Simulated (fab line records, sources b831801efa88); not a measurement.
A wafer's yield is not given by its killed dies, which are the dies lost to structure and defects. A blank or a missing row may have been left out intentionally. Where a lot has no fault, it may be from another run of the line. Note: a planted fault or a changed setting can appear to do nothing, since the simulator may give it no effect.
A lot that was struck, set against a sound lot + flow gf180mcu + 15 steps out of a route of 602
Sound: wafers L678.2, L678.3, L678.6. Wafers L688.2, L688.3, L688.4 were the ones struck. The cause is named last.
For every step that has rows: the tool of each side, followed by ch and its chambers, followed by its first start. Under that, the readings that differ: sound wafers + struck wafers + difference of the means + sigmas: that difference in standard deviations of wafers without a fault.
alike: words and numbers the same on both sides, and readings whose means are apart by under 2 such deviations; not compared: readings that were withheld, readings missing a value for some wafer, numbers with overlapping values and no deviation given by the record, and bounds like >300 which may hide the same value.
The two part at a step that has a row with sigmas, a row that says differs or no value, or rows on one side only. When numbers do not overlap yet have no deviation, they are printed without sigmas and do not part them. A reading that every wafer of one side lacks parts them only if that side has two wafers or more.

first, 6 steps without rows for these wafers: GF_HV_LDD_HMDS_40 (prime time 60 s); GF_HV_LDD_COAT_41 (resist thk 1000 nm); GF_HV_LDD_SOFTBAKE_42 (time 60 s); GF_HV_LDD_EXPOSE_43 (exposes mask Pplus HV AREA, target cd 400 nm); GF_HV_LDD_PEB_44; GF_HV_LDD_DEVELOP_45 (develop time 60 s).
GF_HV_LDD_CD_MEAS_46: target cd 400 nm.
  sound: cdSem-01 at day 12 17:26; struck: cdSem-01 at day 16 04:38
  alike: cdNm
GF_HV_LDD_OVL_MEAS_47:
  sound: overlay-02 at day 12 17:32; struck: overlay-01 at day 16 04:44
  alike: HV_LDD_03_OVL
after that, 1 step had no rows for these wafers: GF_HV_LDD_IMPLANT_48.
GF_HV_LDD_STRIP_49: strips in O2/N2.
  sound on plasmaAsher-04 ch 0,1, day 12 17:43; struck on plasmaAsher-04 ch 0,1, day 16 04:55
  alike: drypumpMotorCurrentA, heaterPowerW, oesProductAu, platenTempC, stripTimeToEndpointS
  not compared: rfHoursCounterH
GF_HV_LDD_TW_MEAS_50:
  sound: filmMetro-03 at day 12 17:50; struck: filmMetro-03 at day 16 05:01
  alike: HV_LDD_4_TW
then, 1 step without rows for these wafers: GF_HV_LDD_CLEAN_51 (cleans in SC1/SC2, time 150 s).
GF_HV_LDD_RTA_52: time 10 s.
  sound on rtpAnneal-02 ch 0, day 12 17:56; struck on rtpAnneal-02, day 16 05:08
  no value came back on the struck wafers for annealTempCMax, chamberO2Ppm, lampPowerPct (%), wafer_temp_C_max; on the sound wafers annealTempCMax reads 1008.4 1006.7 1007.6
GF_HV_LDD_RS_MEAS_53: a four-point-probe measurement.
  sound: filmMetro-04 at day 12 18:01; struck: filmMetro-03 at day 16 05:13
| reading            | sound             | struck | difference                    | sigmas |
|--------------------|-------------------|--------|-------------------------------|--------|
| HV_LDD_RS (ohm/sq) | 420.2 420.4 419.9 | - - -  | no value on the struck wafers |        |
then, 1 step without rows for these wafers: GF_HV_LDD_CVD_54 (deposits SiO2 from TEOS, target thk 10 nm, time 75 s).

## WHERE THEY PART
First at GF_HV_LDD_RTA_52; last, within this record, at GF_HV_LDD_RS_MEAS_53.

WHY: what the simulator had put in
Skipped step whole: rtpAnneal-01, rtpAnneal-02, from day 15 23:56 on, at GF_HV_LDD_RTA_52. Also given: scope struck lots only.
